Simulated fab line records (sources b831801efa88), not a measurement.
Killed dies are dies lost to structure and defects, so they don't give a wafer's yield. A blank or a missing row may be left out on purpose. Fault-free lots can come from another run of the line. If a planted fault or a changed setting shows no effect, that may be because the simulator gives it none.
The tool behind it: which one? -- flow sky130 -- route of 708 steps, sampled at 1 step: 13 lots, 39 wafers

== WHAT EACH GAUGE READ, for each wafer ==
SKY_METAL2_CD_MEAS_15: target cd 140 nm. Usual: cd nm 139.9 nm, standard deviation 1.5.
lot,measured,on,cd nm (nm),flag
L241,day 35 16:04,cd sem-02,140.4 138.8 140.2,
L242,day 35 23:19,cd sem-01,143.1 141.7 141.1,
L243,day 36 09:32,cd sem-01,137.1 137.9 136.4,
L244,day 37 00:08,cd sem-01,139.6 141.5 140.6,
L245,day 37 09:11,cd sem-01,139.4 139.4 139.4,
L247,day 37 16:19,cd sem-01,138.4 137.1 137.7,
L249,day 38 06:50,cd sem-01,140.2 140.8 141.8,
L250,day 38 21:12,cd sem-01,140.5 137.5 136.5,
L251,day 38 23:52,cd sem-02,141.1 140.9 141.9,
L253,day 39 12:55,cd sem-01,141.2 140.9 140.9,
L256,day 40 03:30,cd sem-01,139.2 140.4 137.5,
L260,day 41 10:21,cd sem-01,140.2 140.7 142.1,
L263,day 42 03:05,cd sem-01,140.6 139.9 140.5,

== WHICH TOOL RAN EACH LOT (tool, then ch and the chambers of the sampled wafers, then the start) ==
The record shows no process step preceding these readings.

== WHAT THE TOOLS THEMSELVES READ (means of the sampled wafers that have a number; where no wafer has one, the mark that the record gives instead) ==
The record holds no such reading with a usual standard deviation.

== THE ANSWER, worked out from the rows above alone ==
Rule: a lot is off if the mean of its wafers that have a number lies more than 3 standard deviations from the usual mean. Also off: a lot with no number at a reading for which 4 or more lots have one. The other lots that the step has rows for count as sound. First the gauges in route order, then the tools' own readings, where a lot's mean is used as printed above. At the first step where some lot is off, the reading lying furthest off is the one used; lots without a number count as furthest.
Nothing can be told from this: no lot is off at any reading shown.

== WHAT THE SIMULATOR HAD PUT IN ==
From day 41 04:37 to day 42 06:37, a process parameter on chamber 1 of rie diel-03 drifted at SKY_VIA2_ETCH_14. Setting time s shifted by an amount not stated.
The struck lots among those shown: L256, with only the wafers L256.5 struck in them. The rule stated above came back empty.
